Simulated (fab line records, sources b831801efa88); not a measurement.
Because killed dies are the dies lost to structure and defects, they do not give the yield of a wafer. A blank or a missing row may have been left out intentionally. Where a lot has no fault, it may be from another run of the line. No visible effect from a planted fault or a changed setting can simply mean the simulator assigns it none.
A lot that was struck, set against a sound lot -- flow sky130 -- 14 steps out of a route of 708
Sound: wafers L242.2, L242.3, L242.4. Struck: wafers L249.1, L249.2, L249.4. The cause is given at the end.
At each step with rows: each side's tool, then ch and its chambers, then its first start. Under that, the readings that differ: sound wafers -- struck wafers -- difference of the means -- sigmas: that difference in standard deviations of wafers without a fault.
alike: a reading whose means differ by less than 2 such deviations, as well as words and numbers matching on both sides. not compared: withheld readings; readings where some wafer has no value; bounds like >300 that might hide an equal value; numbers whose values overlap and for which the record gives no deviation.
A row with sigmas, a row that says differs or no value, or rows on one side alone: a step with any of these is where the two part. Numbers that have no deviation but don't overlap get no sigmas and don't part them. A reading that every wafer of one side lacks parts them only if that side has two wafers or more.

SKY_POLY_GATE_ETCH_15: etches BARC in N2/H2, stops on SiO2, time 118.5 s, target depth 110 nm.
  sound on rieDiel-01 ch 2,3, day 18 07:27; struck on rieDiel-03 ch 0,1,3, day 22 08:03
  alike: drypumpMotorCurrentA, oesProductAu, throttleValvePct
  not compared: rfHoursCounterH
SKY_POLY_GATE_ETCH_16: etches Si3N4 in CH3F/O2, stops on poly-Si, time 147.5 s, target depth 75 nm.
  sound on rieDiel-01 ch 2,3, day 18 07:32; struck on rieDiel-03 ch 0,1,3, day 22 08:08
  alike: drypumpMotorCurrentA, oesProductAu, throttleValvePct
  not compared: rfHoursCounterH
SKY_POLY_GATE_ETCH_17: etches poly-Si in HBr/Cl2, stops on SiO2, target depth 180 nm, time 70.5 s.
  sound on rieSi-02 ch 0,2,3, day 18 07:38; struck on rieSi-02 ch 0,2,3, day 22 08:14
  alike: drypumpMotorCurrentA, oesProductAu, throttleValvePct
  not compared: rfHoursCounterH
SKY_POLY_GATE_STRIP_18: strips in O2/N2.
  sound on plasmaAsher-02 ch 0,1, day 18 07:41; struck on plasmaAsher-02 ch 0,1, day 22 08:17
reading,sound,struck,difference,sigmas
stripTimeToEndpointS (s),3.22 3.18 3.18,3.24 3.29 3.33,+0.09,+2
  alike: drypumpMotorCurrentA, o2FlowSccm, oesProductAu
  not compared: rfHoursCounterH
then, 2 steps without rows for these wafers: SKY_POLY_GATE_CLEAN_19 (cleans in SC1/SC2, time 150 s); SKY_POLY_GATE_OXIDATION_20 (stabilise 600 s, purge 300 s, target thk 4 nm).
SKY_POLY_GATE_THK_MEAS_21:
  struck on filmMetro-02, day 22 09:41; sound on filmMetro-02, day 18 09:13
reading,sound,struck,difference,sigmas
POLY_GATE_OXIDATION_THK (nm),3.85 3.94 3.96,4.24 4.08 4.12,+0.23,+3
SKY_POLY_GATE_CD_MEAS_22:
  struck on cdSem-02, day 22 09:45; sound on cdSem-02, day 18 09:18
  alike: cdNm
then, 4 steps without rows for these wafers: SKY_LDD_N_DEHYDRATE_00 (time 60 s); SKY_LDD_N_HMDS_01 (prime time 60 s); SKY_LDD_N_COAT_02 (resist thk 300 nm); SKY_LDD_N_SOFTBAKE_03 (time 60 s).
SKY_LDD_N_EXPOSE_04: exposes mask NTM, target cd 840 nm.
  struck on ilineStepper-02, day 23 00:47; sound on ilineStepper-02 ch 0, day 19 00:26
  no value came back on the struck wafers for exposureDoseMJCm2, focusOffsetNm (nm); on the sound wafers exposureDoseMJCm2 reads 109.98 109.85 110.22
  alike: mask
following that, these wafers have no rows for 1 step: SKY_LDD_N_PEB_05.

## WHERE THEY PART
Last at SKY_LDD_N_EXPOSE_04 as far as this record goes, first at SKY_POLY_GATE_STRIP_18.

WHY: what had been put in by the simulator
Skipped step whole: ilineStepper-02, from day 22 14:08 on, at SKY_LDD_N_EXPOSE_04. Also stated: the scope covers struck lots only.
